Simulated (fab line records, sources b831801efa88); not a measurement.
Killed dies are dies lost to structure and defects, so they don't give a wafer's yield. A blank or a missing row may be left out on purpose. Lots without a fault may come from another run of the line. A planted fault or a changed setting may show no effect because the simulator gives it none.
A struck lot beside a sound one | flow sky130 | 35 steps out of a route of 708
Sound: wafers L199.1, L199.4, L199.5. Struck: wafer L216.6. (L216.2, L216.4 of the same lot were not struck and are left out.) The cause comes at the end.
At each step with rows: each side's tool, then ch and its chambers, then its first start. Under that, the readings that differ: sound wafers | struck wafers | difference of the means | sigmas: that difference in standard deviations of wafers without a fault.
alike: readings whose means differ by less than 2 such deviations, and words and numbers that are the same on both sides. not compared: withheld readings, readings that some wafer has no value for, bounds like >300 that may hide the same value, and numbers for which the record gives no deviation and whose values overlap.
The two part at a step that has a row with sigmas, a row that says differs or no value, or rows on one side only. Numbers that don't overlap but have no deviation are shown without sigmas and don't part them. A reading that every wafer of one side lacks parts them only if that side has two wafers or more.

first, 10 steps without rows for these wafers: SKY_METAL2_HMDS_08 (prime time 60 s); SKY_METAL2_COAT_09 (resist thk 60 nm); SKY_METAL2_COAT_10 (resist thk 450 nm); SKY_METAL2_SOFTBAKE_11 (time 85.92 s); SKY_METAL2_EXPOSE_12 (exposes mask MM2, target cd 140 nm); SKY_METAL2_PEB_13; SKY_METAL2_DEVELOP_14 (develop time 60 s); SKY_METAL2_DESCUM_17 (chemistry O2, time 8 s); SKY_METAL2_ETCH_18 (etches BARC in N2/H2, stops on SiO2, time 45.9 s, target depth 60 nm); SKY_METAL2_METAL_ETCH_19 (etches the open film in Cl2/BCl3, stops on SiO2, target depth 360 nm, time 78 s).
SKY_METAL2_STRIP_20: strips in O2/N2.
  sound on plasma_asher-03 ch 0,1, day 35 15:40; struck on plasma_asher-03 ch 1, day 40 16:34
  alike: n2_flow_sccm, oes_product_au, strip_time_to_endpoint_s
  not compared: rf_hours_counter_h
then, 23 steps without rows for these wafers: SKY_METAL2_STRIP_21 (strips in post etch residue remover, time 1200 s); SKY_METAL2_CLEAN_22 (cleans in IPA, time 180 s); SKY_METAL2_CLEAN_23 (cleans in O3/DIW); SKY_VIA2_HDPCVD_00 (deposits SiO2, target thk 1180 nm, time 196.7 s); SKY_VIA2_CMP_02 (polishes SiO2); SKY_VIA2_DEHYDRATE_04 (time 60 s); SKY_VIA2_HMDS_05 (prime time 60 s); SKY_VIA2_COAT_06 (resist thk 60 nm); SKY_VIA2_COAT_07 (resist thk 450 nm); SKY_VIA2_SOFTBAKE_08 (time 90 s); SKY_VIA2_EXPOSE_09 (exposes mask VIM2, target cd 200 nm); SKY_VIA2_PEB_10; SKY_VIA2_DEVELOP_11 (develop time 60 s); SKY_VIA2_ETCH_14 (etches BARC in N2/H2, stops on SiO2, time 45.9 s, target depth 60 nm); SKY_VIA2_ETCH_15 (etches SiO2 in C4F8/O2/Ar, stops on TiN, target depth 546 nm, time 84 s); SKY_VIA2_STRIP_16 (strips in O2/N2); SKY_VIA2_STRIP_17 (strips in post etch residue remover, time 1200 s); SKY_VIA2_CLEAN_18 (cleans in IPA, time 180 s); SKY_VIA2_CLEAN_19 (cleans in O3/DIW); SKY_VIA2_SPUTTER_20 (material TiN, target thk 20 nm, time 80 s); SKY_VIA2_CVD_21 (deposits W, target thk 420 nm, time 126.4 s); SKY_VIA2_CMP_24 (polishes, stops on SiO2, t overpolish 20 s, target thk 0 nm); SKY_METAL3_SPUTTER_00 (material Ti, target thk 15 nm, time 10 s).
-- the record jumps here: 9 days lie between the struck wafers' starts before and after (it left off in module METAL3 and takes up again in module PAD_OPEN, whose first step shown is number 708 of the route) --
SKY_PAD_OPEN_PROBE_99:
  sound on prober-02, day 46 01:50; struck on prober-02, day 49 23:04
  reading                               | sound              | struck | difference | sigmas
  defect_limited_yield (%)              | 79.9 80.9 81.7     | 73.6   | -7.2       | -4
  killed_at_M0_to_M3                    | 56 53 45           | 107    | +56        | +8
  killed_at_contacts                    | 32 24 24           | 13     | -14        | -2
  killed_dies                           | 99 94 90           | 130    | +36        | +4
  killed_open                           | 57 59 44           | 36     | -17        | -2
  sort_bin_3_pad_short (%)              | 0.6 0.8 1.4        | 3.5    | +2.6       | +5
  sort_bin_5_function (%)               | 12.6 12.2 11.4     | 18.1   | +6.0       | +4
  sort_n_pass                           | 393 398 402        | 362    | -36        | -4
  sort_yield_pct (%)                    | 79.9 80.9 81.7     | 73.6   | -7.2       | -4
  model.etest.tester.sort_n_pass        | 393 398 402        | 362    | -36        |
  model.etest.tester.sort_yield_pct (%) | 79.88 80.89 81.71  | 73.58  | -7.25      |
  model.etest.tester.sort_bin_5_pct (%) | 12.6 12.2 11.38    | 18.09  | +6.03      |
  model.etest.tester.sort_bin_3_pct (%) | 0.6098 0.813 1.423 | 3.455  | +2.506     |
  alike: killed_at_M4_up, killed_at_front_end, killed_at_other, killed_short, sort_bin_6_memory

WHERE THEY PART
Only at SKY_PAD_OPEN_PROBE_99, within this record.

WHY: what the simulator had put in
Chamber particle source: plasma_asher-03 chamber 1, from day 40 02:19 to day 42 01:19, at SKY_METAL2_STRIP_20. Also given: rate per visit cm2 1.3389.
